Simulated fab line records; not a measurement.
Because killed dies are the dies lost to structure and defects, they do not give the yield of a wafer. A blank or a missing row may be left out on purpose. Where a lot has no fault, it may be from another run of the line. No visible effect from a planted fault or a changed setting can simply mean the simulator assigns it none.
Which tool did it? :: flow gf180mcu :: 12 lots, 36 wafers sampled, at 1 step of a route of 602

WHAT THE GAUGES READ, wafer by wafer
GF_M4_CD_MEAS_14: target cd 280 nm.
lot: L112
measured: day 23 14:04
on: cdSem-01
cdNm (nm): 279.3 279.9 279.9

lot: L116
measured: day 24 18:13
on: cdSem-01
cdNm (nm): 280.5 280.2 282.0

lot: L115
measured: day 24 23:23
on: cdSem-01
cdNm (nm): 280.4 280.5 279.7

lot: L117
measured: day 25 05:20
on: cdSem-02
cdNm (nm): 280.5 281.2 282.0

lot: L122
measured: day 26 19:44
on: cdSem-01
cdNm (nm): 280.3 280.9 281.1

lot: L123
measured: day 27 05:02
on: cdSem-02
cdNm (nm): 281.9 281.2 281.2

lot: L128
measured: day 28 15:51
on: cdSem-02
cdNm (nm): 280.4 280.5 280.6

lot: L129
measured: day 28 22:00
on: cdSem-02
cdNm (nm): 277.5 278.1 278.1

lot: L131
measured: day 29 13:43
on: cdSem-01
cdNm (nm): 280.3 279.6 280.8

lot: L132
measured: day 29 15:57
on: cdSem-01
cdNm (nm): 279.2 280.7 279.4

lot: L134
measured: day 30 06:07
on: cdSem-02
cdNm (nm): 280.3 279.6 278.7

lot: L135
measured: day 30 13:28
on: cdSem-01
cdNm (nm): 280.1 279.8 278.9

WHAT TOOL EACH LOT RAN ON (gives the tool, then ch and the chambers of the sampled wafers, and finally the start)
Before these readings, the record contains no process step.

WHAT THE TOOLS THEMSELVES READ (means of the sampled wafers that have a number; where no wafer has one, the mark that the record gives instead)
The record holds no such reading with a usual standard deviation.

THE ANSWER, worked out from the rows above alone
Rule: usual is defined by the lots themselves. The widest of any qualifying gaps counts: lots, ordered by their means at a reading, are off when they make up no more than a third of the lots, leave a main group of 4 or more, and stand apart from it by 3 or more times the standard deviation of that group's means. The tables above print the reading to a certain number of digits; a main group whose means all agree to those digits is not used. A lot without any number at a reading at which 4 lots or more have one is off too. The other lots that the step has rows for count as sound. Order of review: gauges by route order, followed by the tools' own readings, for which a lot's mean as printed above is used. At the first step where some lot is off, the reading lying furthest off is the one used; lots without a number count as furthest.
Across all readings shown, no lot is off: no conclusion can be drawn from this.

WHAT THE SIMULATOR HAD INSERTED
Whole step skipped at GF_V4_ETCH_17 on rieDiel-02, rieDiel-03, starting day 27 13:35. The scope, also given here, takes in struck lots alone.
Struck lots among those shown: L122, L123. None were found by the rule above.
